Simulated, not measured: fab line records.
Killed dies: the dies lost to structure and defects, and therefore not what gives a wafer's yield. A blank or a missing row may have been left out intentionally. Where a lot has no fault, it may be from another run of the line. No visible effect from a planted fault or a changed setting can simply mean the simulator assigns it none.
Which of the tools did it? + flow sky130 + 13 lots with 39 wafers sampled at 3 steps, on a route of 708 steps

WHAT THE GAUGES READ, wafer by wafer
SKY_POLY_CUT_CD_MEAS_08 targets a cd of 270 nm.
| lot  | measured     | on        | cd-nm (nm)        |
|------|--------------|-----------|-------------------|
| L637 | day 25 15:04 | cd-sem-01 | 269.6 270.7 270.2 |
| L639 | day 25 17:57 | cd-sem-02 | 274.3 273.0 273.3 |
| L640 | day 26 01:40 | cd-sem-02 | 271.0 269.8 271.8 |
| L641 | day 26 01:20 | cd-sem-02 | 268.2 268.6 268.2 |
| L642 | day 26 04:54 | cd-sem-01 | 268.7 269.4 270.2 |
| L646 | day 27 14:23 | cd-sem-02 | 269.3 269.8 267.6 |
| L647 | day 27 18:08 | cd-sem-01 | 269.0 269.4 270.3 |
| L648 | day 28 03:42 | cd-sem-01 | 271.6 271.3 269.2 |
| L652 | day 29 14:32 | cd-sem-02 | 270.1 269.3 271.2 |
| L655 | day 30 08:53 | cd-sem-01 | 267.6 269.0 267.2 |
| L658 | day 32 06:17 | cd-sem-01 | 267.4 268.9 268.7 |
| L659 | day 32 08:04 | cd-sem-02 | 268.7 268.0 268.1 |
| L660 | day 32 08:52 | cd-sem-01 | 269.8 269.1 268.9 |

SKY_LI_CONTACT_THK_MEAS_23: measures by xrf.
| lot  | measured     | on            | LI_CONTACT_W_THK (nm) |
|------|--------------|---------------|-----------------------|
| L637 | day 30 10:16 | film-metro-04 | 408 419 412           |
| L639 | day 30 15:15 | film-metro-01 | 402 401 407           |
| L640 | day 30 22:53 | film-metro-04 | 422 420 421           |
| L641 | day 30 22:45 | film-metro-03 | 409 413 412           |
| L642 | day 31 00:08 | film-metro-03 | 420 416 422           |
| L646 | day 32 08:13 | film-metro-03 | 416 415 419           |
| L647 | day 32 11:56 | film-metro-01 | 408 405 410           |
| L648 | day 32 21:14 | film-metro-01 | 407 416 406           |
| L652 | day 34 05:36 | film-metro-04 | 414 414 419           |
| L655 | day 34 22:06 | film-metro-01 | 408 409 403           |
| L658 | day 36 18:52 | film-metro-01 | 402 409 411           |
| L659 | day 36 20:02 | film-metro-03 | 413 415 411           |
| L660 | day 36 22:35 | film-metro-04 | 415 411 413           |

WHICH TOOL RAN EACH LOT (tool, then ch and the chambers of the sampled wafers, then the start)
| lot  | SKY_SPACER_ETCHBACK_02             |
|------|------------------------------------|
| L637 | rie-diel-02 ch 0,2,3, day 24 09:37 |
| L639 | rie-diel-02 ch 0,2, day 24 12:02   |
| L640 | rie-diel-01 ch 0,2,3, day 24 19:47 |
| L641 | rie-diel-02 ch 0,3, day 24 19:47   |
| L642 | rie-diel-02 ch 0,1,3, day 24 23:21 |
| L646 | rie-diel-01 ch 2,3, day 26 09:41   |
| L647 | rie-diel-02 ch 1,2,3, day 26 13:33 |
| L648 | rie-diel-02 ch 1,2,3, day 26 23:01 |
| L652 | rie-diel-02 ch 0,1,3, day 28 10:43 |
| L655 | rie-diel-02 ch 1,2, day 29 05:13   |
| L658 | rie-diel-03 ch 0,1, day 31 02:50   |
| L659 | rie-diel-01 ch 0,3, day 31 04:58   |
| L660 | rie-diel-03 ch 1,2, day 31 06:11   |
- SKY_SPACER_ETCHBACK_02: etches Si3N4 in CH3F/O2, stops on SiO2, time 46.7 s, target depth 45 nm.

WHAT THE TOOLS THEMSELVES READ (means of the sampled wafers that have a number; where no wafer has one, the mark that the record gives instead)
SKY_SPACER_ETCHBACK_02.
| lot  | tool        | bias-w (W) | drypump-motor-current-A (A) | oes-product-au (a.u.) | throttle-valve-pct (%) |
|------|-------------|------------|-----------------------------|-----------------------|------------------------|
| L637 | rie-diel-02 | 80.17      | 5.9                         | 0.851                 | 10.561                 |
| L639 | rie-diel-02 | 80.10      | 6.1                         | 0.846                 | 10.558                 |
| L640 | rie-diel-01 | 80.17      | 5.9                         | 0.848                 | 10.558                 |
| L641 | rie-diel-02 | 80.05      | 5.9                         | 0.845                 | 10.561                 |
| L642 | rie-diel-02 | 80.07      | 5.6                         | 0.853                 | 10.564                 |
| L646 | rie-diel-01 | 79.99      | 5.8                         | 0.857                 | 10.567                 |
| L647 | rie-diel-02 | 79.94      | 5.7                         | 0.862                 | 10.561                 |
| L648 | rie-diel-02 | 79.83      | 5.7                         | 0.860                 | 10.563                 |
| L652 | rie-diel-02 | 79.85      | 5.6                         | 0.860                 | 10.565                 |
| L655 | rie-diel-02 | 79.89      | 5.6                         | 0.851                 | 10.560                 |
| L658 | rie-diel-03 | 80.19      | 6.0                         | 0.861                 | 10.566                 |
| L659 | rie-diel-01 | 80.14      | 5.8                         | 0.857                 | 10.572                 |
| L660 | rie-diel-03 | 80.01      | 6.1                         | 0.853                 | 10.556                 |

THE ANSWER, worked out from the rows above alone
Rule: the lots themselves supply what counts as usual. The widest of any qualifying gaps counts: lots, ordered by their means at a reading, are off when they make up no more than a third of the lots, leave a main group of 4 or more, and stand apart from it by 3 or more times the standard deviation of that group's means. A main group is skipped when, at the precision printed for the reading in the tables above, its means are all equal. A lot without any number at a reading at which 4 lots or more have one is off too. Any other lot the step has rows for is counted as sound. The gauges are gone through in route order, then the tools' own readings, and for those a lot's mean is taken as printed above. The first step at which some lot is off is used, and at that step the reading that is off furthest; a lot without a number counts as furthest.
None of the lots is off at any reading shown; this tells nothing.

WHAT THE SIMULATOR HAD PUT IN
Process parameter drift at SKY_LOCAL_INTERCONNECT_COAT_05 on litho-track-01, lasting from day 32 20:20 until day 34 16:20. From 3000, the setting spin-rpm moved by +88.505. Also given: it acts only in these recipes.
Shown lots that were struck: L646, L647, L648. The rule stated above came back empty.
